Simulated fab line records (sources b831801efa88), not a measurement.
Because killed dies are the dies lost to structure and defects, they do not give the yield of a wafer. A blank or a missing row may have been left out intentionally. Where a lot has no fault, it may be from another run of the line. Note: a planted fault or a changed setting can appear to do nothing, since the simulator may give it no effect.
Problem report, 8D (eight disciplines) form, completed by code ; flow sky130 ; the parts of the form that need people (team, actions taken, sign-off) are left out

== 1. THE PROBLEM ==
Across 6 wafers from 2 lots, LDD_P_TW at SKY_LDD_P_TW_MEAS_11 averages 583, while fault-free wafers read 635 with a standard deviation of 4.6. That puts it -11 standard deviations away from the usual mean.
Earliest sighting: wafer L475.2 on filmMetro-03 at day 25 07:04. At this step, 39 wafers from 13 lots have a number in the record. The rule behind "out" and "out of limits": a value lying over 4 standard deviations away from the usual mean. The rest of the wafers with a number are treated as sound.

== 2. WHAT IT IS, WHAT IT ISN'T ==
question;is;is not
which readings at this step;LDD_P_TW;-
which lots;L475, L477;L459, L461, L462, L463, L464, L466, L467, L468, L469, L470, L481
which wafers of those lots;all that have a number;-
read on which gauges;filmMetro-01, filmMetro-03;filmMetro-02
when;from day 25 07:04;"up to then (30 sound wafers); but 3 sound wafers of L481 came after"

== 3. SUSPECTS, AND WHAT RULES EACH OUT ==
Counting: a tool at a process step up to the reading stays a suspect if it ran every lot that is out and no sound lot after the first of them.
- the gauge at SKY_LDD_P_TW_MEAS_11 has been ruled out. The wafers that are out were read on 2 gauges (filmMetro-01, filmMetro-03).
- implanter-03 at SKY_LDD_P_IMPLANT_09: kept. It ran every lot that is out, first L475 (day 25 06:50), and no sound lot after that; its last sound lot up to then is L470 (day 23 16:47). Out on those wafers are its own readings of beamOnS, faradayCurrentUA.
Remaining after the count: implanter-03 at SKY_LDD_P_IMPLANT_09.

== 4. THE CAUSE (what the simulator had put in) ==
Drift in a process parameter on implanter-03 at SKY_LDD_P_IMPLANT_09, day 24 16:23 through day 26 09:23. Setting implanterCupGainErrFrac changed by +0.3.
Counting left only this tool.

== 5. THE EFFECT CHAIN, in route order ==
Each row: a reading whose mean over the struck wafers that have a number lies more than 3 standard deviations from the usual. Scope: only readings with a usual standard deviation given in the record; hours: median across lots of the time from each lot's start at the first step in this table that gives one to its start at this step; sigmas: change in usual standard deviations.
hours;step;reading;usual;on struck wafers;change;sigmas
0;SKY_LDD_P_IMPLANT_09;beamOnS;10.03 s;7.73;-2.30;-11
0;SKY_LDD_P_IMPLANT_09;faradayCurrentUA;56.2;72.9;+16.7;+15
0;SKY_LDD_P_TW_MEAS_11;LDD_P_TW;635;583;-52;-11
Here are the process steps it includes:
- SKY_LDD_P_IMPLANT_09

== 6. HOW IT WOULD HAVE BEEN CAUGHT EARLIER ==
15 hours passed between the start of the fault at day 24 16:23 and the first reading out of limits at a measuring or inspecting step in this record, taken at day 25 07:04.
At SKY_LDD_P_IMPLANT_09, the tool's own readings (beamOnS, faradayCurrentUA) were out on each struck wafer the step has a row for, so an alarm limit on them would have fired on the first such wafer.
Among the 2 lots that are out, L477 began SKY_LDD_P_IMPLANT_09 on implanter-03 after day 25 07:04. Had the tool been put on hold then, it would have been spared.
